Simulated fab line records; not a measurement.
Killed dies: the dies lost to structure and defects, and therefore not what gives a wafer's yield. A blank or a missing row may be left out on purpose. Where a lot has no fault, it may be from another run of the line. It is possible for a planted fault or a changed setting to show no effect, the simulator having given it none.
A lot that was struck, set against a sound lot + flow sky130 + 16 steps out of a route of 708
Sound: these wafers, L334.1, L334.5, L334.6. Struck: wafers L348.3, L348.4, L348.6. Last of all comes the cause.
For every step that has rows: the tool of each side, followed by ch and its chambers, followed by its first start. Under that, the readings that differ: sound wafers + struck wafers + difference of the means + sigmas: that difference in standard deviations of wafers without a fault.
alike: words and numbers the same on both sides, and readings whose means are apart by under 2 such deviations; not compared: readings that were withheld, readings missing a value for some wafer, numbers with overlapping values and no deviation given by the record, and bounds like >300 which may hide the same value.
A row with sigmas, a row that says differs or no value, or rows on one side alone: a step with any of these is where the two part. Numbers that have no deviation but don't overlap get no sigmas and don't part them. A reading that every wafer of one side lacks parts them only if that side has two wafers or more.

SKY_SD_N_OVL_MEAS_08:
  sound on overlay-01, day 29 12:55; struck on overlay-02, day 34 03:11
  alike: SD_N_OVL
then, 2 steps without rows for these wafers: SKY_SD_N_IMPLANT_09; SKY_SD_N_IMPLANT_10.
SKY_SD_N_STRIP_11: strips in O2/N2.
  sound on plasma-asher-03 ch 0,1, day 29 13:15; struck on plasma-asher-03 ch 0,1, day 34 03:32
| reading                      | sound             | struck            | difference | sigmas |
|------------------------------|-------------------|-------------------|------------|--------|
| strip-time-to-endpoint-s (s) | 22.62 22.63 22.64 | 22.54 22.48 22.53 | -0.11      | -2     |
  alike: drypump-motor-current-A, oes-product-au
  not compared: rf-hours-counter-h
SKY_SD_N_TW_MEAS_12:
  sound on film-metro-01, day 29 13:21; struck on film-metro-01, day 34 03:37
  alike: SD_N_TW
then, 1 step without rows for these wafers: SKY_SD_N_CLEAN_13 (cleans in SC1/SC2, time 150 s).
SKY_SD_N_RTA_14: time 2 s.
  sound on rtp-anneal-02 ch 0, day 29 13:28; struck on rtp-anneal-02 ch 0, day 34 03:44
  alike: lamp-power-pct, wafer_temp_C_max
SKY_SD_N_RS_MEAS_16: the measuring method here is four-point-probe.
  sound on film-metro-04, day 29 13:38; struck on film-metro-04, day 34 03:56
| reading          | sound             | struck            | difference | sigmas |
|------------------|-------------------|-------------------|------------|--------|
| SD_N_RS (ohm/sq) | 68.74 68.76 68.82 | 68.39 68.47 68.33 | -0.38      | -3     |
SKY_SD_N_RS_MEAS_17: the measuring method here is four-point-probe.
  sound on film-metro-04, day 29 13:46; struck on film-metro-04, day 34 04:03
| reading          | sound             | struck            | difference | sigmas |
|------------------|-------------------|-------------------|------------|--------|
| SD_P_RS (ohm/sq) | 148.0 148.0 147.6 | 146.5 146.6 146.7 | -1.3       | -3     |
SKY_SD_N_RS_MEAS_18: the measuring method here is four-point-probe.
  sound on film-metro-04, day 29 13:53; struck on film-metro-04, day 34 04:10
  alike: RES_XHIGH_RS
then, 1 step without rows for these wafers: SKY_SALICIDE_CLEAN_00 (cleans in HF-last, time 30 s).
SKY_LI_CONTACT_HDPCVD_00: deposits PSG, target thk 930 nm, time 155 s.
  sound on hdpcvd-02 ch 0,1, day 29 14:01; struck on hdpcvd-02 ch 0,1, day 34 04:16
| reading                                       | sound             | struck         | difference | sigmas |
|-----------------------------------------------|-------------------|----------------|------------|--------|
| model.PSG_of_LI_CONTACT_HDPCVD_00.thk-nm (nm) | 948.1 947.8 919.7 | 1206 1206 1206 | +267       |        |
SKY_LI_CONTACT_THK_MEAS_01:
  sound on film-metro-04, day 29 14:07; struck on film-metro-04, day 34 04:23
| reading                    | sound       | struck         | difference | sigmas |
|----------------------------|-------------|----------------|------------|--------|
| LI_CONTACT_HDPCVD_THK (nm) | 948 948 920 | 1205 1206 1207 | +267       | +27    |
SKY_LI_CONTACT_CMP_02: polishes PSG.
  sound on cmp-02 ch 0,3, day 29 14:11; struck on cmp-02 ch 0,3, day 34 04:25
| reading                | sound    | struck   | difference | sigmas |
|------------------------|----------|----------|------------|--------|
| time-to-endpoint-s (s) | 33 31 32 | 58 62 61 | +28        | +9     |
  alike: motor-current-A
SKY_LI_CONTACT_BOW_MEAS_03:
  sound on film-metro-04, day 29 14:29; struck on film-metro-01, day 34 04:46
  alike: LI_CONTACT_BOW
SKY_PAD_OPEN_PROBE_99:
  the record holds rows for the sound wafers here (prober-02, day 46 22:10) but none for the struck ones

== WHERE THEY PART ==
Last at SKY_PAD_OPEN_PROBE_99 as far as this record goes, first at SKY_SD_N_STRIP_11.

WHY: the cause the simulator had injected
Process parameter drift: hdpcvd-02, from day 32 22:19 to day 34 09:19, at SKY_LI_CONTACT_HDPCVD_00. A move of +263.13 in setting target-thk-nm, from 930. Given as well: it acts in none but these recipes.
